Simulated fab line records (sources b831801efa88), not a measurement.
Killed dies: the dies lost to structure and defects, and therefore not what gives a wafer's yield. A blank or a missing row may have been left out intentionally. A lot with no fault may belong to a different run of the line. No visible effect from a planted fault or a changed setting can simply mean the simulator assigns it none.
fab line records | flow gf180mcu
record lots=24 | wafers=72 | lastDay=34
route steps=602 shown V3@451 V4@497 MIM@507
lots that met no fault: taken from a fault-free run of the same line
startH: start of the lot's first displayed wafer, in hours after the record's first day | waitH: hours from the lot's prior step to this one | " identical to the entry in the row above | L1.1+2: several wafers, shown together as one row | - value missing, or start not given | * or withheld: withheld | < > ~ a bound
route shown NAME@n: NAME is a module with steps in the file, n the number in the route of the first one | usual: mean and standard deviation over wafers with no fault | same: alike in all rows | chamber/n: place in a boat | sites: the reading at each site | _std_site: their standard deviation | _edge_site: mean of outer sites minus mean of inner sites | radiusMm: for every site, how far away it sits from the centre of the wafer | mask NAME#n: copy n | behind: the tool/chamber that last shaped the wafer | hold: what put the lot on hold/how long, in hours/how the hold closed | device: names the non-switching transistor (n, p or np) | end of line: the route-end tests of the same wafers | where a step has no rows: the recipe by itself | killed: at the first sort, the dies lost to defects and structure; wafer yield is something else | map: per-die view of a wafer (x killed, . not killed, _ where there is no die)
set.NAME: the run value of the setting; set.NAME@STEP: its run value at that earlier step | model.NAME: the simulator's own value behind a step, which no gauge read
one table for each step of the route and one row for each wafer, over a sample of lots
services: the hour from which a tool's chamber was out of use, counted from the record's first day as startH (under 0 if before that day), plus the number of hours and why
## steps
# step GF_V3_SPUTTER_22
# recipe material=TiN | targetThkNm=10 | chamberPressurePa=5 | powerW=4000 | timeS=40
# usual throttleValvePct=30.3/0.79
lot.wafer | tool          | chamber | startH | waitH | throttleValvePct
L074.1    | pvdSputter-01 | -       | 513.39 | 0.0   | 28.5
L074.4    | "             | -       | "      | "     | 30.8
L074.5    | "             | -       | "      | "     | 30.4
L075.2    | pvdSputter-02 | -       | 520.39 | 0.0   | 30.9
L075.3    | "             | -       | "      | "     | 30.7
L075.6    | "             | -       | "      | "     | 29.8
L076.1    | pvdSputter-04 | -       | 527.14 | 0.0   | 30.3
L076.3    | "             | -       | "      | "     | 30.5
L076.5    | "             | -       | "      | "     | 30.4
L077.2    | pvdSputter-01 | -       | 541.79 | 0.0   | 30.7
L077.4    | "             | -       | "      | "     | 28.3
L077.5    | "             | -       | "      | "     | 31.0
L078.2    | pvdSputter-01 | -       | 545.79 | 0.0   | 31.4
L078.3    | "             | -       | "      | "     | 28.4
L078.4    | "             | -       | "      | "     | 30.4
L079.3    | pvdSputter-02 | -       | 559.24 | 0.0   | 30.9
L079.4    | "             | -       | "      | "     | 30.6
L079.5    | "             | -       | "      | "     | 30.9
L080.1    | pvdSputter-02 | -       | 570.27 | 0.0   | 30.6
L080.5    | "             | -       | "      | "     | 29.8
L080.6    | "             | -       | "      | "     | 30.9
L081.1    | pvdSputter-02 | -       | 577.49 | 0.0   | 30.9
L081.2    | "             | -       | "      | "     | 30.6
L081.5    | "             | -       | "      | "     | 30.9
L082.2    | pvdSputter-01 | -       | 582.18 | 0.0   | 31.3
L082.3    | "             | -       | "      | "     | 30.3
L082.4    | "             | -       | "      | "     | 30.4
L083.1    | pvdSputter-01 | -       | 593.74 | 0.0   | 30.9
L083.2    | "             | -       | "      | "     | 28.4
L083.4    | "             | -       | "      | "     | 31.3
L084.1    | pvdSputter-04 | -       | 598.71 | 0.0   | 30.4
L084.2    | "             | -       | "      | "     | 30.0
L084.6    | "             | -       | "      | "     | 29.4
L085.4    | pvdSputter-04 | -       | 600.60 | 0.0   | 29.9
L085.5    | "             | -       | "      | "     | 30.5
L085.6    | "             | -       | "      | "     | 29.9
L086.1    | pvdSputter-04 | -       | 614.89 | 0.0   | 30.5
L086.3    | "             | -       | "      | "     | 29.6
L086.6    | "             | -       | "      | "     | 30.2
L087.1    | pvdSputter-04 | -       | 621.60 | 0.0   | 30.3
L087.4    | "             | -       | "      | "     | 29.4
L087.5    | "             | -       | "      | "     | 29.5
L088.2    | pvdSputter-02 | -       | 637.54 | 0.0   | 30.6
L088.3    | "             | -       | "      | "     | 30.8
L088.5    | "             | -       | "      | "     | 31.1
L089.2    | pvdSputter-01 | -       | 639.55 | 0.0   | 31.1
L089.3    | "             | -       | "      | "     | 28.3
L089.4    | "             | -       | "      | "     | 30.1
L090.1    | pvdSputter-02 | -       | 639.78 | 0.0   | 31.0
L090.2    | "             | -       | "      | "     | 29.9
L090.5    | "             | -       | "      | "     | 30.6
L091.1    | pvdSputter-02 | -       | 658.55 | 0.0   | 30.0
L091.5    | "             | -       | "      | "     | 30.0
L091.6    | "             | -       | "      | "     | 30.9
L092.1    | pvdSputter-02 | -       | 664.54 | 0.0   | 30.8
L092.2    | "             | -       | "      | "     | 31.0
L092.5    | "             | -       | "      | "     | 30.7
L093.1    | pvdSputter-02 | -       | 676.84 | 0.0   | 31.0
L093.4    | "             | -       | "      | "     | 30.3
L093.6    | "             | -       | "      | "     | 29.9
L094.1    | pvdSputter-01 | -       | 678.14 | 0.0   | 30.0
L094.2    | "             | -       | "      | "     | 30.5
L094.3    | "             | -       | "      | "     | 28.4
L095.1    | pvdSputter-02 | -       | 682.47 | 0.0   | 30.9
L095.3    | "             | -       | "      | "     | 30.6
L095.4    | "             | -       | "      | "     | 31.0
L096.1    | pvdSputter-02 | -       | 692.24 | 0.0   | 31.0
L096.2    | "             | -       | "      | "     | 30.5
L096.4    | "             | -       | "      | "     | 29.9
L097.2    | pvdSputter-01 | -       | 694.07 | 0.0   | 28.4
L097.5    | "             | -       | "      | "     | 30.6
L097.6    | "             | -       | "      | "     | 30.1
# step GF_V4_SPUTTER_21
# recipe material=Ti | targetThkNm=15 | chamberPressurePa=5 | powerW=2500 | substrateTempC=200 | timeS=80.02
# usual throttleValvePct=29.9/1.1
lot.wafer | tool          | chamber | startH | waitH | throttleValvePct
L074.1    | pvdSputter-03 | -       | 561.13 | 0.0   | 27.6
L074.4    | "             | -       | "      | "     | 31.9
L074.5    | "             | -       | "      | "     | 27.9
L075.2    | pvdSputter-04 | -       | 569.09 | 0.0   | 30.3
L075.3    | "             | -       | "      | "     | 29.8
L075.6    | "             | -       | "      | "     | 29.2
L076.1    | pvdSputter-04 | -       | 575.38 | 0.0   | 30.6
L076.3    | "             | -       | "      | "     | 29.6
L076.5    | "             | -       | "      | "     | 30.7
L077.2    | pvdSputter-01 | -       | 588.14 | 0.0   | 31.2
L077.4    | "             | -       | "      | "     | 28.5
L077.5    | "             | -       | "      | "     | 31.2
L078.2    | pvdSputter-04 | -       | 593.33 | 0.0   | 30.4
L078.3    | "             | -       | "      | "     | 30.3
L078.4    | "             | -       | "      | "     | 29.8
L079.3    | pvdSputter-03 | -       | 605.18 | 0.0   | 31.8
L079.4    | "             | -       | "      | "     | 27.9
L079.5    | "             | -       | "      | "     | 31.9
L080.1    | pvdSputter-04 | -       | 616.08 | 0.0   | 30.3
L080.5    | "             | -       | "      | "     | 29.5
L080.6    | "             | -       | "      | "     | 30.1
L081.1    | pvdSputter-04 | -       | 623.17 | 0.0   | 30.5
L081.2    | "             | -       | "      | "     | 29.8
L081.5    | "             | -       | "      | "     | 30.6
L082.2    | pvdSputter-04 | -       | 626.34 | 0.0   | 30.2
L082.3    | "             | -       | "      | "     | 29.8
L082.4    | "             | -       | "      | "     | 29.4
L083.1    | pvdSputter-01 | -       | 637.97 | 0.0   | 30.4
L083.2    | "             | -       | "      | "     | 28.3
L083.4    | "             | -       | "      | "     | 30.1
L084.1    | pvdSputter-01 | -       | 643.18 | 0.0   | 31.4
L084.2    | "             | -       | "      | "     | 30.3
L084.6    | "             | -       | "      | "     | 28.2
L085.4    | pvdSputter-04 | -       | 644.39 | 0.0   | 29.6
L085.5    | "             | -       | "      | "     | 29.7
L085.6    | "             | -       | "      | "     | 29.6
L086.1    | pvdSputter-04 | -       | 656.79 | 0.0   | 30.5
L086.3    | "             | -       | "      | "     | 29.5
L086.6    | "             | -       | "      | "     | 30.3
L087.1    | pvdSputter-01 | -       | 663.83 | 0.0   | 30.3
L087.4    | "             | -       | "      | "     | 31.2
L087.5    | "             | -       | "      | "     | 28.2
L088.2    | pvdSputter-01 | -       | 679.43 | 0.0   | 31.3
L088.3    | "             | -       | "      | "     | 30.3
L088.5    | "             | -       | "      | "     | 28.2
L089.2    | pvdSputter-01 | -       | 681.23 | 0.0   | 30.5
L089.3    | "             | -       | "      | "     | 31.3
L089.4    | "             | -       | "      | "     | 30.4
L090.1    | pvdSputter-01 | -       | 682.33 | 0.0   | 30.2
L090.2    | "             | -       | "      | "     | 28.1
L090.5    | "             | -       | "      | "     | 30.6
L091.1    | pvdSputter-01 | -       | 699.48 | 0.0   | 28.2
L091.5    | "             | -       | "      | "     | 30.4
L091.6    | "             | -       | "      | "     | 30.1
L092.1    | pvdSputter-03 | -       | 705.91 | 0.0   | 32.0
L092.2    | "             | -       | "      | "     | 28.1
L092.5    | "             | -       | "      | "     | 27.3
L093.1    | pvdSputter-01 | -       | 716.78 | 0.0   | 30.4
L093.4    | "             | -       | "      | "     | 28.1
L093.6    | "             | -       | "      | "     | 30.0
L094.1    | pvdSputter-04 | -       | 718.23 | 0.0   | 29.8
L094.2    | "             | -       | "      | "     | 30.3
L094.3    | "             | -       | "      | "     | 30.5
L095.1    | pvdSputter-03 | -       | 721.75 | 0.0   | 28.1
L095.3    | "             | -       | "      | "     | 27.6
L095.4    | "             | -       | "      | "     | 30.4
L096.1    | pvdSputter-04 | -       | 731.25 | 0.0   | 29.4
L096.2    | "             | -       | "      | "     | 29.9
L096.4    | "             | -       | "      | "     | 29.9
L097.2    | pvdSputter-04 | -       | 733.36 | 0.0   | 29.4
L097.5    | "             | -       | "      | "     | 30.5
L097.6    | "             | -       | "      | "     | 30.5
# step GF_V4_RS_MEAS_24
# recipe thkMeasGauge=four-point-probe | reads=W_of_V4_CVD_23+TiN_of_V4_SPUTTER_22+Ti_of_V4_SPUTTER_21
# usual V4_W_RS=0.326/0.0046
lot.wafer | tool         | chamber | startH | waitH | V4_W_RS[ohm/sq]
L074.1    | filmMetro-01 | -       | 561.34 | 0.1   | 0.329
L074.4    | "            | -       | "      | "     | 0.326
L074.5    | "            | -       | "      | "     | 0.322
L075.2    | filmMetro-04 | -       | 569.32 | 0.1   | 0.324
L075.3    | "            | -       | "      | "     | 0.328
L075.6    | "            | -       | "      | "     | 0.330
L076.1    | filmMetro-04 | -       | 575.59 | 0.1   | 0.329
L076.3    | "            | -       | "      | "     | 0.325
L076.5    | "            | -       | "      | "     | 0.331
L077.2    | filmMetro-04 | -       | 588.37 | 0.1   | 0.328
L077.4    | "            | -       | "      | "     | 0.330
L077.5    | "            | -       | "      | "     | 0.319
L078.2    | filmMetro-04 | -       | 593.56 | 0.1   | 0.326
L078.3    | "            | -       | "      | "     | 0.323
L078.4    | "            | -       | "      | "     | 0.330
L079.3    | filmMetro-01 | -       | 605.43 | 0.1   | 0.328
L079.4    | "            | -       | "      | "     | 0.325
L079.5    | "            | -       | "      | "     | 0.330
L080.1    | filmMetro-03 | -       | 616.29 | 0.1   | 0.326
L080.5    | "            | -       | "      | "     | 0.321
L080.6    | "            | -       | "      | "     | 0.327
L081.1    | filmMetro-03 | -       | 623.38 | 0.1   | 0.320
L081.2    | "            | -       | "      | "     | 0.325
L081.5    | "            | -       | "      | "     | 0.322
L082.2    | filmMetro-01 | -       | 626.57 | 0.1   | 0.324
L082.3    | "            | -       | "      | "     | 0.331
L082.4    | "            | -       | "      | "     | 0.330
L083.1    | filmMetro-01 | -       | 638.18 | 0.1   | 0.333
L083.2    | "            | -       | "      | "     | 0.328
L083.4    | "            | -       | "      | "     | 0.332
L084.1    | filmMetro-03 | -       | 643.39 | 0.1   | 0.324
L084.2    | "            | -       | "      | "     | 0.328
L084.6    | "            | -       | "      | "     | 0.322
L085.4    | filmMetro-04 | -       | 644.67 | 0.1   | 0.328
L085.5    | "            | -       | "      | "     | 0.330
L085.6    | "            | -       | "      | "     | 0.326
L086.1    | filmMetro-04 | -       | 657.00 | 0.1   | 0.331
L086.3    | "            | -       | "      | "     | 0.322
L086.6    | "            | -       | "      | "     | 0.329
L087.1    | filmMetro-01 | -       | 664.04 | 0.1   | 0.324
L087.4    | "            | -       | "      | "     | 0.332
L087.5    | "            | -       | "      | "     | 0.333
L088.2    | filmMetro-03 | -       | 679.67 | 0.1   | 0.336
L088.3    | "            | -       | "      | "     | 0.326
L088.5    | "            | -       | "      | "     | 0.320
L089.2    | filmMetro-03 | -       | 681.46 | 0.1   | 0.325
L089.3    | "            | -       | "      | "     | 0.326
L089.4    | "            | -       | "      | "     | 0.331
L090.1    | filmMetro-04 | -       | 682.54 | 0.1   | 0.319
L090.2    | "            | -       | "      | "     | 0.325
L090.5    | "            | -       | "      | "     | 0.319
L091.1    | filmMetro-01 | -       | 699.70 | 0.1   | 0.323
L091.5    | "            | -       | "      | "     | 0.321
L091.6    | "            | -       | "      | "     | 0.333
L092.1    | filmMetro-03 | -       | 706.12 | 0.1   | 0.325
L092.2    | "            | -       | "      | "     | 0.330
L092.5    | "            | -       | "      | "     | 0.327
L093.1    | filmMetro-01 | -       | 716.99 | 0.1   | 0.320
L093.4    | "            | -       | "      | "     | 0.333
L093.6    | "            | -       | "      | "     | 0.317
L094.1    | filmMetro-01 | -       | 718.44 | 0.1   | 0.319
L094.2    | "            | -       | "      | "     | 0.330
L094.3    | "            | -       | "      | "     | 0.317
L095.1    | filmMetro-03 | -       | 721.96 | 0.1   | 0.320
L095.3    | "            | -       | "      | "     | 0.320
L095.4    | "            | -       | "      | "     | 0.331
L096.1    | filmMetro-01 | -       | 731.46 | 0.1   | 0.331
L096.2    | "            | -       | "      | "     | 0.320
L096.4    | "            | -       | "      | "     | 0.322
L097.2    | filmMetro-01 | -       | 733.60 | 0.1   | 0.323
L097.5    | "            | -       | "      | "     | 0.329
L097.6    | "            | -       | "      | "     | 0.326
# step GF_V4_CMP_26
# recipe stopOn=SiO2 | downForcePsi=3.5 | platenRpm=60 | tOverpolishS=15 | targetThkNm=0 | padVelocityMS=0.94248
# usual motorCurrentA=10.3/0.57 | overpolishRunS=15.000/0.009 | platenRpm=60.00/0.035 | timeToEndpointS=83/3.2
lot.wafer | tool   | chamber | startH | waitH | motorCurrentA | overpolishRunS | platenRpm | timeToEndpointS
L074.4    | cmp-02 | 2       | 561.57 | 0.1   | 11.2          | 15.008         | 60.06     | 77
L074.1    | "      | 0       | "      | "     | 9.8           | 15.010         | 60.00     | 78
L074.5    | "      | 1       | "      | "     | 10.7          | 15.013         | 59.99     | 77
L075.2    | cmp-01 | 1       | 569.48 | 0.0   | 10.4          | 15.005         | 60.02     | 91
L075.3    | "      | 2       | "      | "     | 10.4          | 15.009         | 60.03     | 85
L075.6    | "      | 2       | "      | "     | 10.8          | 14.994         | 60.00     | 85
L076.3    | cmp-02 | 0       | 575.82 | 0.1   | 10.4          | 15.010         | 60.08     | 84
L076.1    | "      | 2       | "      | "     | 11.0          | 14.987         | 60.02     | 80
L076.5    | "      | 3       | "      | "     | 11.8          | 15.001         | 60.09     | 80
L077.4    | cmp-02 | 0       | 588.63 | 0.1   | 10.3          | 15.002         | 59.98     | 82
L077.2    | "      | 1       | "      | "     | 9.5           | 14.994         | 60.00     | 79
L077.5    | "      | 3       | "      | "     | 11.6          | 14.985         | 59.99     | 87
L078.3    | cmp-02 | 0       | 593.77 | 0.1   | 9.7           | 14.999         | 59.98     | 86
L078.4    | "      | 1       | "      | "     | 9.8           | 15.001         | 59.98     | 84
L078.2    | "      | 2       | "      | "     | 11.3          | 15.016         | 60.04     | 77
L079.4    | cmp-01 | 0       | 605.57 | 0.0   | 10.2          | 14.997         | 59.98     | 84
L079.3    | "      | 2       | "      | "     | 10.5          | 14.993         | 59.99     | 83
L079.5    | "      | 0       | "      | "     | 10.0          | 15.006         | 60.01     | 83
L080.1    | cmp-01 | 1       | 616.52 | 0.1   | 10.7          | 14.998         | 59.94     | 86
L080.6    | "      | 0       | "      | "     | 9.7           | 15.001         | 60.02     | 81
L080.5    | "      | 1       | "      | "     | 9.9           | 14.986         | 60.07     | 89
L081.2    | cmp-01 | 2       | 623.56 | 0.0   | 10.7          | 14.983         | 59.98     | 84
L081.1    | "      | 3       | "      | "     | 9.7           | 15.000         | 59.96     | 83
L081.5    | "      | 3       | "      | "     | 9.9           | 15.002         | 59.95     | 85
L082.4    | cmp-01 | 0       | 626.78 | 0.1   | 10.2          | 14.991         | 60.04     | 79
L082.2    | "      | 1       | "      | "     | 9.9           | 14.994         | 59.98     | 82
L082.3    | "      | 2       | "      | "     | 10.3          | 15.016         | 59.97     | 83
L083.1    | cmp-01 | 0       | 638.38 | 0.1   | 9.5           | 15.000         | 59.96     | 79
L083.2    | "      | 2       | "      | "     | 11.2          | 14.995         | 60.00     | 86
L083.4    | "      | 3       | "      | "     | 9.6           | 14.995         | 60.00     | 81
L084.2    | cmp-01 | 1       | 643.67 | 0.1   | 10.4          | 15.001         | 59.94     | 80
L084.1    | "      | 2       | "      | "     | 10.2          | 15.024         | 60.01     | 85
L084.6    | "      | 3       | "      | "     | 9.9           | 14.991         | 60.03     | 85
L085.4    | cmp-01 | 1       | 644.84 | 0.1   | 10.3          | 15.014         | 59.98     | 83
L085.5    | "      | 0       | "      | "     | 10.0          | 15.008         | 59.96     | 79
L085.6    | "      | 1       | "      | "     | 10.7          | 15.007         | 59.99     | 84
L086.3    | cmp-01 | 1       | 657.18 | 0.0   | 10.6          | 14.982         | 59.91     | 85
L086.1    | "      | 0       | "      | "     | 9.7           | 15.008         | 60.00     | 78
L086.6    | "      | 2       | "      | "     | 9.9           | 14.978         | 60.01     | 80
L087.4    | cmp-01 | 3       | 664.27 | 0.1   | 9.6           | 15.002         | 60.00     | 80
L087.1    | "      | 1       | "      | "     | 10.5          | 14.996         | 59.94     | 84
L087.5    | "      | 3       | "      | "     | 9.9           | 14.983         | 59.98     | 79
L088.3    | cmp-01 | 0       | 679.88 | 0.1   | 9.4           | 15.018         | 60.02     | 82
L088.2    | "      | 1       | "      | "     | 10.7          | 14.999         | 60.00     | 81
L088.5    | "      | 0       | "      | "     | 10.5          | 14.993         | 60.04     | 83
L089.2    | cmp-02 | 1       | 681.62 | 0.0   | 10.0          | 14.992         | 59.97     | 82
L089.4    | "      | 2       | "      | "     | 11.2          | 14.983         | 60.02     | 80
L089.3    | "      | 3       | "      | "     | 11.5          | 15.011         | 60.00     | 88
L090.2    | cmp-02 | 3       | 682.82 | 0.1   | 10.6          | 14.991         | 60.07     | 83
L090.1    | "      | 0       | "      | "     | 9.8           | 15.004         | 60.00     | 81
L090.5    | "      | 2       | "      | "     | 10.2          | 14.994         | 60.04     | 80
L091.1    | cmp-01 | 2       | 699.98 | 0.1   | 10.5          | 14.999         | 59.97     | 89
L091.5    | "      | 0       | "      | "     | 10.1          | 14.992         | 59.91     | 90
L091.6    | "      | 1       | "      | "     | 10.9          | 15.003         | 59.97     | 88
L092.2    | cmp-02 | 0       | 706.30 | 0.0   | 9.9           | 15.000         | 60.01     | 85
L092.1    | "      | 3       | "      | "     | 10.9          | 14.996         | 60.06     | 85
L092.5    | "      | 0       | "      | "     | 9.9           | 15.005         | 59.97     | 89
L093.1    | cmp-01 | 2       | 717.17 | 0.1   | 9.7           | 15.005         | 60.05     | 87
L093.4    | "      | 0       | "      | "     | 10.0          | 14.990         | 60.00     | 82
L093.6    | "      | 2       | "      | "     | 10.3          | 15.017         | 60.04     | 88
L094.1    | cmp-01 | 1       | 718.62 | 0.1   | 10.4          | 14.999         | 59.98     | 91
L094.2    | "      | 2       | "      | "     | 10.5          | 15.008         | 59.95     | 83
L094.3    | "      | 3       | "      | "     | 9.6           | 14.990         | 59.94     | 86
L095.4    | cmp-02 | 1       | 722.29 | 0.2   | 10.0          | 15.008         | 59.99     | 83
L095.3    | "      | 2       | "      | "     | 11.8          | 14.993         | 59.98     | 83
L095.1    | "      | 0       | "      | "     | 10.3          | 14.990         | 59.97     | 86
L096.1    | cmp-02 | 2       | 731.69 | 0.1   | 10.6          | 15.003         | 60.00     | 79
L096.4    | "      | 3       | "      | "     | 12.1          | 15.000         | 59.99     | 86
L096.2    | "      | 0       | "      | "     | 9.8           | 15.000         | 60.03     | 85
L097.2    | cmp-01 | 2       | 733.91 | 0.2   | 10.6          | 15.004         | 59.97     | 83
L097.5    | "      | 3       | "      | "     | 10.2          | 14.985         | 59.97     | 82
L097.6    | "      | 0       | "      | "     | 9.7           | 15.004         | 60.03     | 84
# step GF_MIM_SPUTTER_04
# recipe material=TiN | targetThkNm=50 | powerW=6500 | timeS=41.7 | chamberPressurePa=0.4
# usual throttleValvePct=30.1/1.3
lot.wafer | tool          | chamber | startH | waitH | throttleValvePct
L074.1    | pvdSputter-01 | -       | 562.00 | 0.0   | 28.4
L074.4    | "             | -       | "      | "     | 30.4
L074.5    | "             | -       | "      | "     | 30.2
L075.2    | pvdSputter-03 | -       | 569.96 | 0.0   | 30.5
L075.3    | "             | -       | "      | "     | 32.0
L075.6    | "             | -       | "      | "     | 31.7
L076.1    | pvdSputter-03 | -       | 576.25 | 0.0   | 30.7
L076.3    | "             | -       | "      | "     | 27.8
L076.5    | "             | -       | "      | "     | 27.7
L077.2    | pvdSputter-03 | -       | 589.01 | 0.0   | 27.9
L077.4    | "             | -       | "      | "     | 31.8
L077.5    | "             | -       | "      | "     | 27.7
L078.2    | pvdSputter-03 | -       | 594.20 | 0.0   | 31.8
L078.3    | "             | -       | "      | "     | 27.2
L078.4    | "             | -       | "      | "     | 27.9
L079.3    | pvdSputter-02 | -       | 606.05 | 0.0   | 30.5
L079.4    | "             | -       | "      | "     | 29.7
L079.5    | "             | -       | "      | "     | 30.8
L080.1    | pvdSputter-03 | -       | 616.95 | 0.0   | 27.5
L080.5    | "             | -       | "      | "     | 32.0
L080.6    | "             | -       | "      | "     | 27.5
L081.1    | pvdSputter-03 | -       | 624.04 | 0.0   | 31.9
L081.2    | "             | -       | "      | "     | 27.5
L081.5    | "             | -       | "      | "     | 27.9
L082.2    | pvdSputter-02 | -       | 627.21 | 0.0   | 30.8
L082.3    | "             | -       | "      | "     | 30.8
L082.4    | "             | -       | "      | "     | 29.8
L083.1    | pvdSputter-02 | -       | 638.86 | 0.0   | 30.6
L083.2    | "             | -       | "      | "     | 31.0
L083.4    | "             | -       | "      | "     | 29.8
L084.1    | pvdSputter-02 | -       | 644.05 | 0.0   | 30.8
L084.2    | "             | -       | "      | "     | 30.8
L084.6    | "             | -       | "      | "     | 30.9
L085.4    | pvdSputter-02 | -       | 645.27 | 0.0   | 30.8
L085.5    | "             | -       | "      | "     | 31.0
L085.6    | "             | -       | "      | "     | 31.1
L086.1    | pvdSputter-03 | -       | 657.69 | 0.0   | 27.8
L086.3    | "             | -       | "      | "     | 32.0
L086.6    | "             | -       | "      | "     | 28.1
L087.1    | pvdSputter-01 | -       | 664.70 | 0.0   | 30.3
L087.4    | "             | -       | "      | "     | 28.1
L087.5    | "             | -       | "      | "     | 30.4
L088.2    | pvdSputter-03 | -       | 680.33 | 0.0   | 30.8
L088.3    | "             | -       | "      | "     | 27.6
L088.5    | "             | -       | "      | "     | 27.4
L089.2    | pvdSputter-03 | -       | 682.12 | 0.0   | 27.5
L089.3    | "             | -       | "      | "     | 31.8
L089.4    | "             | -       | "      | "     | 27.6
L090.1    | pvdSputter-01 | -       | 683.20 | 0.0   | 31.1
L090.2    | "             | -       | "      | "     | 28.3
L090.5    | "             | -       | "      | "     | 30.1
L091.1    | pvdSputter-01 | -       | 700.36 | 0.0   | 30.7
L091.5    | "             | -       | "      | "     | 30.4
L091.6    | "             | -       | "      | "     | 31.3
L092.1    | pvdSputter-02 | -       | 706.78 | 0.0   | 29.7
L092.2    | "             | -       | "      | "     | 30.5
L092.5    | "             | -       | "      | "     | 30.7
L093.1    | pvdSputter-02 | -       | 717.65 | 0.0   | 30.0
L093.4    | "             | -       | "      | "     | 31.0
L093.6    | "             | -       | "      | "     | 29.8
L094.1    | pvdSputter-02 | -       | 719.10 | 0.0   | 30.8
L094.2    | "             | -       | "      | "     | 31.1
L094.3    | "             | -       | "      | "     | 30.9
L095.1    | pvdSputter-01 | -       | 722.79 | 0.0   | 31.2
L095.3    | "             | -       | "      | "     | 30.1
L095.4    | "             | -       | "      | "     | 30.4
L096.1    | pvdSputter-01 | -       | 732.12 | 0.0   | 31.0
L096.2    | "             | -       | "      | "     | 30.4
L096.4    | "             | -       | "      | "     | 28.2
L097.2    | pvdSputter-02 | -       | 734.24 | 0.0   | 30.8
L097.5    | "             | -       | "      | "     | 30.6
L097.6    | "             | -       | "      | "     | 30.7
# step GF_MIM_THK_MEAS_06
# recipe reads=Si3N4_of_MIM_CVD_05
# usual MIM_CVD_05_THK=41.8/0.65
lot.wafer | tool         | chamber | startH | waitH | MIM_CVD_05_THK[nm]
L074.1    | filmMetro-03 | -       | 562.07 | 0.0   | 41.7
L074.4    | "            | -       | "      | "     | 42.1
L074.5    | "            | -       | "      | "     | 42.4
L075.2    | filmMetro-01 | -       | 570.04 | 0.0   | 41.4
L075.3    | "            | -       | "      | "     | 42.1
L075.6    | "            | -       | "      | "     | 42.5
L076.1    | filmMetro-03 | -       | 576.33 | 0.0   | 41.0
L076.3    | "            | -       | "      | "     | 41.1
L076.5    | "            | -       | "      | "     | 42.5
L077.2    | filmMetro-03 | -       | 589.09 | 0.0   | 42.6
L077.4    | "            | -       | "      | "     | 42.2
L077.5    | "            | -       | "      | "     | 42.6
L078.2    | filmMetro-01 | -       | 594.28 | 0.0   | 41.9
L078.3    | "            | -       | "      | "     | 41.6
L078.4    | "            | -       | "      | "     | 42.5
L079.3    | filmMetro-03 | -       | 606.14 | 0.0   | 42.2
L079.4    | "            | -       | "      | "     | 42.5
L079.5    | "            | -       | "      | "     | 42.2
L080.1    | filmMetro-03 | -       | 617.02 | 0.0   | 42.3
L080.5    | "            | -       | "      | "     | 42.9
L080.6    | "            | -       | "      | "     | 41.8
L081.1    | filmMetro-01 | -       | 624.11 | 0.0   | 41.0
L081.2    | "            | -       | "      | "     | 40.1
L081.5    | "            | -       | "      | "     | 41.1
L082.2    | filmMetro-01 | -       | 627.31 | 0.0   | 40.7
L082.3    | "            | -       | "      | "     | 41.8
L082.4    | "            | -       | "      | "     | 41.8
L083.1    | filmMetro-03 | -       | 638.93 | 0.0   | 41.4
L083.2    | "            | -       | "      | "     | 41.2
L083.4    | "            | -       | "      | "     | 41.6
L084.1    | filmMetro-02 | -       | 644.13 | 0.0   | 40.3
L084.2    | "            | -       | "      | "     | 41.0
L084.6    | "            | -       | "      | "     | 42.9
L085.4    | filmMetro-03 | -       | 645.37 | 0.0   | 42.4
L085.5    | "            | -       | "      | "     | 42.0
L085.6    | "            | -       | "      | "     | 41.8
L086.1    | filmMetro-01 | -       | 657.78 | 0.0   | 41.6
L086.3    | "            | -       | "      | "     | 42.3
L086.6    | "            | -       | "      | "     | 42.3
L087.1    | filmMetro-03 | -       | 664.77 | 0.0   | 41.7
L087.4    | "            | -       | "      | "     | 42.1
L087.5    | "            | -       | "      | "     | 41.6
L088.2    | filmMetro-01 | -       | 680.42 | 0.0   | 41.5
L088.3    | "            | -       | "      | "     | 42.2
L088.5    | "            | -       | "      | "     | 42.9
L089.2    | filmMetro-02 | -       | 682.21 | 0.0   | 41.3
L089.3    | "            | -       | "      | "     | 41.7
L089.4    | "            | -       | "      | "     | 41.4
L090.1    | filmMetro-01 | -       | 683.27 | 0.0   | 41.0
L090.2    | "            | -       | "      | "     | 41.4
L090.5    | "            | -       | "      | "     | 41.9
L091.1    | filmMetro-03 | -       | 700.43 | 0.0   | 42.2
L091.5    | "            | -       | "      | "     | 42.4
L091.6    | "            | -       | "      | "     | 42.1
L092.1    | filmMetro-02 | -       | 706.85 | 0.0   | 40.8
L092.2    | "            | -       | "      | "     | 40.5
L092.5    | "            | -       | "      | "     | 41.7
L093.1    | filmMetro-01 | -       | 717.73 | 0.0   | 41.6
L093.4    | "            | -       | "      | "     | 42.6
L093.6    | "            | -       | "      | "     | 41.9
L094.1    | filmMetro-03 | -       | 719.17 | 0.0   | 42.0
L094.2    | "            | -       | "      | "     | 41.7
L094.3    | "            | -       | "      | "     | 42.5
L095.1    | filmMetro-01 | -       | 722.88 | 0.0   | 40.9
L095.3    | "            | -       | "      | "     | 41.6
L095.4    | "            | -       | "      | "     | 42.3
L096.1    | filmMetro-01 | -       | 732.20 | 0.0   | 41.3
L096.2    | "            | -       | "      | "     | 41.2
L096.4    | "            | -       | "      | "     | 42.0
L097.2    | filmMetro-01 | -       | 734.32 | 0.0   | 41.8
L097.5    | "            | -       | "      | "     | 41.6
L097.6    | "            | -       | "      | "     | 42.3
## services
tool          | chamber | startH | hours | kind
pvdSputter-03 | -       | 523.74 | 8.0   | repair
cmp-01        | -       | 530.61 | 0.2   | repair
cmp-02        | -       | 549.36 | 4.3   | repair
cmp-01        | -       | 561.39 | 6.9   | pm
cmp-01        | -       | 572.00 | 4.0   | pm
cmp-01        | -       | 573.47 | 4.3   | repair
pvdSputter-04 | -       | 596.07 | 2.4   | repair
cmp-02        | -       | 596.40 | 0.5   | repair
pvdSputter-01 | -       | 603.84 | 2.5   | repair
cmp-01        | -       | 609.72 | 3.2   | repair
pvdSputter-01 | -       | 629.59 | 5.7   | repair
pvdSputter-03 | -       | 633.66 | 1.8   | repair
cmp-02        | -       | 634.82 | 4.8   | repair
pvdSputter-01 | -       | 644.40 | 3.5   | repair
cmp-02        | -       | 655.55 | 1.2   | repair
cmp-02        | -       | 656.87 | 8.8   | pm
pvdSputter-02 | -       | 664.62 | 0.8   | repair
pvdSputter-03 | -       | 665.61 | 1.4   | repair
cmp-02        | -       | 665.70 | 9.4   | pm
pvdSputter-01 | -       | 668.77 | 8.6   | repair
pvdSputter-04 | -       | 677.23 | 2.5   | repair
pvdSputter-04 | -       | 680.46 | 2.8   | repair
cmp-01        | -       | 721.89 | 2.5   | repair
cmp-02        | -       | 733.38 | 1.0   | repair
## key
fault none
